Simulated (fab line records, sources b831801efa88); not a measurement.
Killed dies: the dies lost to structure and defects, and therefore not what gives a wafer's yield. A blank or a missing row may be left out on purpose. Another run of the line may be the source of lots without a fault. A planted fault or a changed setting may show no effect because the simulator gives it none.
A struck lot beside a sound one | flow gf180mcu | 14 steps out of a route of 602
Sound: these wafers, L624.2, L624.4, L624.5. Struck: wafers L640.1, L640.3, L640.5. The cause is named last.
At each step with rows: each side's tool, then ch and its chambers, then its first start. Under that, the readings that differ: sound wafers | struck wafers | difference of the means | sigmas: that difference in standard deviations of wafers without a fault.
alike: readings whose means differ by less than 2 such deviations, and words and numbers that are the same on both sides. not compared: withheld readings, readings that some wafer has no value for, bounds like >300 that may hide the same value, and numbers for which the record gives no deviation and whose values overlap.
A row with sigmas, a row that says differs or no value, or rows on one side alone: a step with any of these is where the two part. Numbers that don't overlap but have no deviation are shown without sigmas and don't part them. Lack of a reading on every wafer of one side parts them only where that side has two or more wafers.

first, 4 steps without rows for these wafers: GF_HV_LDD_IMPLANT_33; GF_HV_LDD_IMPLANT_34; GF_HV_LDD_IMPLANT_35; GF_HV_LDD_IMPLANT_36.
GF_HV_LDD_STRIP_37: strips in O2/N2.
  sound on plasmaAsher-04 ch 0,1, day 12 03:18; struck on plasmaAsher-03 ch 0, day 17 11:55
  alike: drypumpMotorCurrentA, heaterPowerW, oesProductAu, stripTimeToEndpointS
  not compared: rfHoursCounterH
GF_HV_LDD_TW_MEAS_38:
  struck on filmMetro-01, day 17 12:01; sound on filmMetro-04, day 12 03:25
  alike: HV_LDD_3_TW
then, 6 steps without rows for these wafers: GF_HV_LDD_DEHYDRATE_39 (time 60 s); GF_HV_LDD_HMDS_40 (prime time 60 s); GF_HV_LDD_COAT_41 (resist thk 1000 nm); GF_HV_LDD_SOFTBAKE_42 (time 60 s); GF_HV_LDD_EXPOSE_43 (exposes mask Pplus HV AREA, target cd 400 nm); GF_HV_LDD_PEB_44.
GF_HV_LDD_DEVELOP_45: develop time 60 s.
  struck on lithoTrack-02, day 18 10:43; sound on lithoTrack-02 ch 0, day 12 22:53
  no value came back on the struck wafers for chillPlateTempC (C), developTimeS (s); on the sound wafers chillPlateTempC (C) reads 22.85 22.88 22.91
GF_HV_LDD_CD_MEAS_46: target cd 400 nm.
  struck on cdSem-01, day 18 10:52; sound on cdSem-01, day 12 23:02
reading   | sound             | struck | difference                    | sigmas
cdNm (nm) | 402.1 400.6 401.9 | - - -  | no value on the struck wafers | 

WHERE THEY PART
Last at GF_HV_LDD_CD_MEAS_46 as far as this record goes, first at GF_HV_LDD_DEVELOP_45.

WHY: what the simulator had put in
Entire step skipped (lithoTrack-02, GF_HV_LDD_DEVELOP_45), from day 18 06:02 onward. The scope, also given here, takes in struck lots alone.
